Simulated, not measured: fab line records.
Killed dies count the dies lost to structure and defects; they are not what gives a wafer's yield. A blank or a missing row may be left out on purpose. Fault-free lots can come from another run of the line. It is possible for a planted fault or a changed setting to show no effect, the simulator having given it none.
fab line records ; flow gf180mcu
record: lots: 14; wafers: 42; lastDay: 34
route steps=602 shown M3@425 V3@447 M4@456
lots untouched by any fault: they come from a run of this same line in which no faults occurred
startH: hours from the record's opening day to when the first of the lot's shown wafers began ; waitH: hours since the lot's step before ; " unchanged from the row above ; L1.1+2: one row covering several wafers at once ; - value missing, or start not given ; * or withheld: withheld ; < > ~ a bound
route shown NAME@n: NAME is a module with steps in the file, n the number in the route of the first one ; usual: mean/standard deviation taken from wafers without a fault ; same: alike in all rows ; chamber/n: place in a boat ; sites: per-site readings ; _std_site: standard deviation of those values ; _edge_site: the outer-site mean with the inner-site mean subtracted ; radiusMm: how far each site lies from the wafer's centre ; mask NAME#n: copy n ; behind: the tool/chamber that last shaped the wafer ; hold: why the lot was held/for how many hours/how that ended ; device: the n, p or np transistor that did not switch ; end of line: the route-end tests of the same wafers ; for a step that has no rows: nothing shown but its recipe ; killed: dies lost to structure and defects at the first sort, not the wafer's yield ; map: the dies of a wafer, with x for killed, . for not killed, _ for no die there
set.NAME: the setting the step ran with; set.NAME@STEP: the setting that earlier step ran with ; model.NAME: the simulator's own value behind a step, which no gauge read
steps of the route over a sample of lots; a table a step, a row a wafer
services: from which hour (startH, from the record's first day; less than 0 if before it) a tool's chamber was out of use, for how many hours, and why
== steps ==
step: GF_M3_METAL_ETCH_16
recipe: chemistry: Cl2/BCl3; maskMaterial: KrF; targetDepthNm: 627.5; stopOn: SiO2; pressureMtorr: 8; icpW: 800; biasW: 140; Cl2_flow_sccm: 80; bcl3FlowSccm: 40; timeS: 104.6
usual: drypumpMotorCurrentA: 5.7/0.49; oesProductAu: 0.973/0.0066; rfFwdPowerW: 794.7/2.6; throttleValvePct: 28.249/0.01
lot.wafer;tool;chamber;startH;waitH;drypumpMotorCurrentA;oesProductAu;rfFwdPowerW;rfHoursCounterH;throttleValvePct
L885.1;rieMetal-04;1;485.24;0.0;6.2;0.961;793.0;11;28.270
L885.2;rieMetal-04;0;485.24;0.0;5.4;0.966;798.0;7;28.253
L885.6;rieMetal-04;1;485.24;0.0;6.3;0.967;793.5;-;28.256
L886.3;rieMetal-02;1;493.56;0.1;5.7;0.975;790.9;-;28.256
L886.5;rieMetal-02;1;493.56;0.1;5.7;0.977;790.4;-;28.225
L886.6;rieMetal-02;1;493.56;0.1;5.7;0.977;789.9;-;28.236
L892.1;rieMetal-04;1;553.59;0.0;6.2;0.970;792.3;0;28.257
L892.4;rieMetal-04;1;553.59;0.0;6.2;0.968;794.6;-;28.259
L892.6;rieMetal-04;0;553.59;0.0;5.4;0.968;797.2;-;28.242
L893.2;rieMetal-02;0;567.57;0.1;6.5;0.967;796.4;-;28.265
L893.5;rieMetal-02;0;567.57;0.1;6.5;0.964;792.6;-;28.252
L893.6;rieMetal-02;0;567.57;0.1;6.5;0.964;793.1;-;28.251
L896.1;rieMetal-03;1;595.59;0.0;5.8;0.963;799.8;0;28.257
L896.2;rieMetal-03;0;595.59;0.0;5.0;0.972;793.2;1;28.244
L896.4;rieMetal-03;0;595.59;0.0;5.0;0.978;792.9;-;28.252
L897.3;rieMetal-03;0;596.57;0.1;5.0;0.979;798.0;-;28.247
L897.5;rieMetal-03;1;596.57;0.1;5.8;0.980;792.0;-;28.254
L897.6;rieMetal-03;0;596.57;0.1;5.0;0.976;799.6;-;28.236
L898.1;rieMetal-02;1;604.74;0.0;5.7;0.983;796.2;3;28.234
L898.3;rieMetal-02;1;604.74;0.0;5.7;0.960;791.8;-;28.271
L898.4;rieMetal-02;0;604.74;0.0;6.4;0.972;792.0;-;28.241
L899.1;rieMetal-03;0;612.79;0.0;5.0;0.977;798.8;2;28.246
L899.2;rieMetal-03;1;612.79;0.0;5.8;0.976;793.0;1;28.219
L899.3;rieMetal-03;0;612.79;0.0;5.0;0.977;797.6;-;28.239
L900.2;rieMetal-03;1;622.34;0.0;5.8;0.990;796.1;1;28.231
L900.3;rieMetal-03;0;622.34;0.0;5.0;0.980;795.9;-;28.246
L900.5;rieMetal-03;1;622.34;0.0;5.8;0.974;794.6;-;28.234
L901.2;rieMetal-03;0;627.89;0.0;5.0;0.975;796.2;3;28.234
L901.3;rieMetal-03;1;627.89;0.0;5.7;0.979;796.4;-;28.255
L901.5;rieMetal-03;0;627.89;0.0;5.0;0.978;795.6;-;28.231
L902.2;rieMetal-04;0;628.44;0.0;5.4;0.971;792.9;11;28.260
L902.4;rieMetal-04;1;628.44;0.0;6.3;0.973;792.3;-;28.259
L902.5;rieMetal-04;0;628.44;0.0;5.4;0.976;791.1;-;28.243
L903.2;rieMetal-04;1;637.24;0.0;6.3;0.973;793.9;3;28.251
L903.3;rieMetal-04;1;637.24;0.0;6.3;0.979;795.1;-;28.235
L903.6;rieMetal-04;1;637.24;0.0;6.3;0.972;794.9;-;28.245
L904.1;rieMetal-03;0;639.94;0.0;5.0;0.962;797.2;3;28.259
L904.3;rieMetal-03;1;639.94;0.0;5.8;0.979;793.7;-;28.242
L904.4;rieMetal-03;0;639.94;0.0;5.0;0.971;798.3;-;28.252
L908.2;rieMetal-03;1;668.44;0.0;5.8;0.968;789.7;3;28.241
L908.4;rieMetal-03;0;668.44;0.0;5.0;0.973;794.1;-;28.246
L908.5;rieMetal-03;0;668.44;0.0;5.0;0.968;797.2;-;28.248
step: GF_V3_STRIP_18
recipe: chemistry: O2/N2; powerW: 1400; pressureMtorr: 1500; platenTempC: 250; o2FlowSccm: 3000; n2FlowSccm: 300; overashFraction: 0.5
usual: drypumpMotorCurrentA: 5.66/0.18; heaterPowerW: 363/36; oesProductAu: 0.592/0.0048
lot.wafer;tool;chamber;startH;waitH;drypumpMotorCurrentA;heaterPowerW;oesProductAu;rfHoursCounterH
L885.1;plasmaAsher-01;0;510.50;-;5.91;360;0.589;9
L885.2;plasmaAsher-01;1;510.50;-;5.60;311;0.594;9
L885.6;plasmaAsher-01;1;510.50;-;5.61;310;0.591;-
L886.3;plasmaAsher-03;1;518.47;-;5.51;377;0.585;-
L886.5;plasmaAsher-03;0;518.47;-;5.87;335;0.585;-
L886.6;plasmaAsher-03;1;518.47;-;5.55;369;0.585;-
L892.1;plasmaAsher-02;1;576.86;-;5.57;421;0.602;38
L892.4;plasmaAsher-02;0;576.86;-;5.44;395;0.594;-
L892.6;plasmaAsher-02;1;576.86;-;5.58;420;0.597;-
L893.2;plasmaAsher-02;1;590.96;-;5.55;431;0.594;40
L893.5;plasmaAsher-02;0;590.96;-;5.44;390;0.595;-
L893.6;plasmaAsher-02;1;590.96;-;5.55;432;0.595;-
L896.1;plasmaAsher-01;0;617.62;-;5.89;350;0.601;20
L896.2;plasmaAsher-01;1;617.62;-;5.61;312;0.589;20
L896.4;plasmaAsher-01;1;617.62;-;5.61;320;0.590;-
L897.3;plasmaAsher-02;0;619.40;-;5.45;391;0.593;-
L897.5;plasmaAsher-02;0;619.40;-;5.48;398;0.586;-
L897.6;plasmaAsher-02;1;619.40;-;5.59;417;0.581;-
L898.1;plasmaAsher-02;1;627.87;-;5.61;421;0.593;43
L898.3;plasmaAsher-02;0;627.87;-;5.47;389;0.584;-
L898.4;plasmaAsher-02;1;627.87;-;5.60;425;0.588;-
L899.1;plasmaAsher-03;0;635.08;-;5.86;336;0.589;89
L899.2;plasmaAsher-03;1;635.08;-;5.51;371;0.586;89
L899.3;plasmaAsher-03;0;635.08;-;5.87;329;0.587;-
L900.2;plasmaAsher-02;1;644.17;-;5.60;411;0.586;45
L900.3;plasmaAsher-02;0;644.17;-;5.44;393;0.583;-
L900.5;plasmaAsher-02;1;644.17;-;5.60;423;0.593;-
L901.2;plasmaAsher-01;0;648.91;-;5.91;352;0.592;23
L901.3;plasmaAsher-01;1;648.91;-;5.62;320;0.588;-
L901.5;plasmaAsher-01;0;648.91;-;5.91;362;0.585;-
L902.2;plasmaAsher-03;0;649.90;-;5.88;322;0.589;91
L902.4;plasmaAsher-03;1;649.90;-;5.54;367;0.591;-
L902.5;plasmaAsher-03;1;649.90;-;5.51;369;0.588;-
L903.2;plasmaAsher-02;1;658.57;-;5.57;428;0.597;47
L903.3;plasmaAsher-02;0;658.57;-;5.45;388;0.585;-
L903.6;plasmaAsher-02;0;658.57;-;5.44;387;0.596;-
L904.1;plasmaAsher-01;0;661.14;-;5.87;358;0.601;25
L904.3;plasmaAsher-01;0;661.14;-;5.90;364;0.597;-
L904.4;plasmaAsher-01;1;661.14;-;5.62;312;0.588;-
L908.2;plasmaAsher-03;0;687.91;-;5.86;326;0.592;94
L908.4;plasmaAsher-03;1;687.91;-;5.52;366;0.587;-
L908.5;plasmaAsher-03;1;687.91;-;5.50;370;0.593;-
step: GF_V3_SPUTTER_22
recipe: material: TiN; targetThkNm: 10; chamberPressurePa: 5; powerW: 4000; timeS: 40
usual: cathodeDcPowerW: 4000.0/0.68; chamberPressurePa: 5.000/0.01; throttleValvePct: 30.3/0.97
lot.wafer;tool;chamber;startH;waitH;cathodeDcPowerW;chamberPressurePa;throttleValvePct
L885.1;pvdSputter-03;-;511.09;0.0;4001.4;4.984;29.2
L885.2;pvdSputter-03;-;511.09;0.0;3998.6;4.994;31.0
L885.6;pvdSputter-03;-;511.09;0.0;3999.4;4.995;30.4
L886.3;pvdSputter-02;-;519.07;0.0;3999.5;4.991;31.7
L886.5;pvdSputter-02;-;519.07;0.0;3998.8;5.005;30.9
L886.6;pvdSputter-02;-;519.07;0.0;3998.6;5.011;29.5
L892.1;pvdSputter-01;-;577.46;0.0;4001.0;5.003;31.3
L892.4;pvdSputter-01;-;577.46;0.0;4001.1;5.005;31.5
L892.6;pvdSputter-01;-;577.46;0.0;3999.9;4.995;31.4
L893.2;pvdSputter-03;-;591.56;0.0;-;-;-
L893.5;pvdSputter-03;-;591.56;0.0;-;-;-
L893.6;pvdSputter-03;-;591.56;0.0;-;-;-
L896.1;pvdSputter-01;-;618.21;0.0;-;-;-
L896.2;pvdSputter-01;-;618.21;0.0;-;-;-
L896.4;pvdSputter-01;-;618.21;0.0;-;-;-
L897.3;pvdSputter-01;-;619.96;0.0;3999.7;4.993;31.4
L897.5;pvdSputter-01;-;619.96;0.0;4000.5;4.998;31.4
L897.6;pvdSputter-01;-;619.96;0.0;3999.6;5.001;29.5
L898.1;pvdSputter-01;-;628.46;0.0;3999.6;4.999;31.5
L898.3;pvdSputter-01;-;628.46;0.0;4000.9;4.992;29.3
L898.4;pvdSputter-01;-;628.46;0.0;4000.2;4.999;31.2
L899.1;pvdSputter-01;-;635.77;0.0;4000.6;5.008;29.0
L899.2;pvdSputter-01;-;635.77;0.0;4000.0;4.996;31.4
L899.3;pvdSputter-01;-;635.77;0.0;4000.0;5.002;31.4
L900.2;pvdSputter-03;-;645.11;0.0;3999.7;5.016;30.2
L900.3;pvdSputter-03;-;645.11;0.0;4000.7;5.001;29.1
L900.5;pvdSputter-03;-;645.11;0.0;3999.5;4.997;30.4
L901.2;pvdSputter-03;-;649.68;0.0;4000.5;4.985;30.1
L901.3;pvdSputter-03;-;649.68;0.0;3999.1;4.997;29.4
L901.5;pvdSputter-03;-;649.68;0.0;3999.4;4.987;29.2
L902.2;pvdSputter-02;-;650.60;0.0;3998.5;4.985;31.3
L902.4;pvdSputter-02;-;650.60;0.0;4000.1;5.009;31.5
L902.5;pvdSputter-02;-;650.60;0.0;4000.4;4.988;31.5
L903.2;pvdSputter-03;-;659.20;0.0;4000.1;4.988;29.6
L903.3;pvdSputter-03;-;659.20;0.0;3999.4;5.001;29.2
L903.6;pvdSputter-03;-;659.20;0.0;4000.4;5.013;29.6
L904.1;pvdSputter-02;-;661.77;0.0;4000.2;5.010;29.5
L904.3;pvdSputter-02;-;661.77;0.0;4000.0;5.006;30.9
L904.4;pvdSputter-02;-;661.77;0.0;3999.8;4.988;30.8
L908.2;pvdSputter-02;-;688.51;0.0;4000.3;5.006;31.2
L908.4;pvdSputter-02;-;688.51;0.0;3999.3;5.016;31.6
L908.5;pvdSputter-02;-;688.51;0.0;4000.9;5.006;31.8
step: GF_M4_SPUTTER_00
recipe: material: Ti; targetThkNm: 37.5; arrivingIonEnergyEv: 80; substrateTempC: 200; chamberPressurePa: 2; powerW: 4000; timeS: 150
usual: cathodeDcPowerW: 4000.0/0.78; chamberPressurePa: 2.000/0.0044; throttleValvePct: 30.3/1
lot.wafer;tool;chamber;startH;waitH;cathodeDcPowerW;chamberPressurePa;throttleValvePct
L885.1;pvdSputter-02;-;511.72;0.1;4000.8;1.989;31.1
L885.2;pvdSputter-02;-;511.72;0.1;4000.2;2.004;31.2
L885.6;pvdSputter-02;-;511.72;0.1;3999.7;2.001;31.5
L886.3;pvdSputter-01;-;519.70;0.1;3999.4;1.999;29.5
L886.5;pvdSputter-01;-;519.70;0.1;3999.7;1.998;31.2
L886.6;pvdSputter-01;-;519.70;0.1;4001.2;1.998;29.2
L892.1;pvdSputter-04;-;578.09;0.1;4001.4;2.003;30.4
L892.4;pvdSputter-04;-;578.09;0.1;3998.0;2.002;30.8
L892.6;pvdSputter-04;-;578.09;0.1;3998.9;1.997;28.6
L897.3;pvdSputter-04;-;620.59;0.1;4000.7;1.988;30.9
L897.5;pvdSputter-04;-;620.59;0.1;3998.9;1.996;30.9
L897.6;pvdSputter-04;-;620.59;0.1;3999.5;1.998;29.5
L898.1;pvdSputter-04;-;629.09;0.1;3998.9;2.000;29.5
L898.3;pvdSputter-04;-;629.09;0.1;3999.5;2.001;28.8
L898.4;pvdSputter-04;-;629.09;0.1;4000.6;1.993;30.4
L899.1;pvdSputter-02;-;636.40;0.2;4000.8;1.999;29.4
L899.2;pvdSputter-02;-;636.40;0.2;3999.1;2.002;31.2
L899.3;pvdSputter-02;-;636.40;0.2;4000.8;1.993;30.8
L900.2;pvdSputter-04;-;645.74;0.1;3999.8;1.997;30.8
L900.3;pvdSputter-04;-;645.74;0.1;3998.6;2.008;28.6
L900.5;pvdSputter-04;-;645.74;0.1;3999.4;1.995;29.4
L901.2;pvdSputter-01;-;650.32;0.2;4000.9;1.997;31.4
L901.3;pvdSputter-01;-;650.32;0.2;3999.9;2.003;28.9
L901.5;pvdSputter-01;-;650.32;0.2;4000.4;2.002;31.3
L902.2;pvdSputter-04;-;651.23;0.1;3999.9;2.006;29.5
L902.4;pvdSputter-04;-;651.23;0.1;3999.7;2.004;31.0
L902.5;pvdSputter-04;-;651.23;0.1;4000.5;2.005;29.3
L903.2;pvdSputter-01;-;659.83;0.2;4000.0;2.002;29.4
L903.3;pvdSputter-01;-;659.83;0.2;4000.4;2.002;31.5
L903.6;pvdSputter-01;-;659.83;0.2;4001.1;2.004;29.0
L904.1;pvdSputter-01;-;662.40;0.1;3998.5;2.003;31.4
L904.3;pvdSputter-01;-;662.40;0.1;4000.1;1.999;29.1
L904.4;pvdSputter-01;-;662.40;0.1;3999.8;1.999;29.4
L908.2;pvdSputter-01;-;689.14;0.2;4000.0;1.999;29.3
L908.4;pvdSputter-01;-;689.14;0.2;4000.7;1.996;29.3
L908.5;pvdSputter-01;-;689.14;0.2;4000.8;1.999;31.5
== services ==
tool;chamber;startH;hours;kind
rieMetal-04;-;465.60;14.6;pm
rieMetal-02;1;476.20;-;clean
rieMetal-02;1;476.20;15.0;scheduledDown
rieMetal-04;-;480.63;0.3;repair
pvdSputter-02;-;480.82;3.8;repair
rieMetal-03;0;481.67;2.7;repair
rieMetal-03;-;487.24;0.8;repair
rieMetal-02;-;505.35;1.4;pm
rieMetal-04;1;526.23;-;clean
rieMetal-04;1;526.23;15.1;scheduledDown
rieMetal-04;1;526.23;15.1;ventCycle
plasmaAsher-02;-;526.74;1.9;repair
pvdSputter-02;-;527.22;1.4;repair
rieMetal-03;0;528.05;-;clean
rieMetal-03;0;528.05;22.0;scheduledDown
rieMetal-03;0;528.05;22.0;ventCycle
pvdSputter-01;-;532.44;1.1;repair
rieMetal-03;1;553.35;-;clean
rieMetal-03;1;553.35;16.8;scheduledDown
rieMetal-03;1;553.35;16.8;ventCycle
rieMetal-04;0;559.41;2.2;repair
rieMetal-02;1;563.97;4.5;repair
plasmaAsher-03;-;662.27;5.9;repair
rieMetal-03;0;668.65;7.3;repair
== key ==
firstSign: step: GF_V3_SPUTTER_22; reading: toolRecord; direction: missing
effect none on later readings
metAt GF_V3_SPUTTER_22
struckLots L893,L896
laterRowsLeftOut L893.2,L893.5,L893.6,L896.1,L896.2,L896.4
sortLeftOut L893.2,L893.5,L893.6,L896.1,L896.2,L896.4
notActingAt GF_M3_METAL_ETCH_16,GF_V3_STRIP_18,GF_M4_SPUTTER_00
onsetBetween 577.46 591.56
fault: kind: skippedStepWhole; tool: pvdSputter-01,pvdSputter-02,pvdSputter-03; chamber: -; onsetH: 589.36; steps: GF_V3_SPUTTER_22; scope: struckLotsOnly
sortLeftOut: the simulated sort isn't trusted on such a fault, so these wafers' sort isn't shown, and their yield isn't known
laterRowsLeftOut: the simulator's readings of these wafers behind a module that went badly wrong aren't trusted and aren't shown, but for the sort
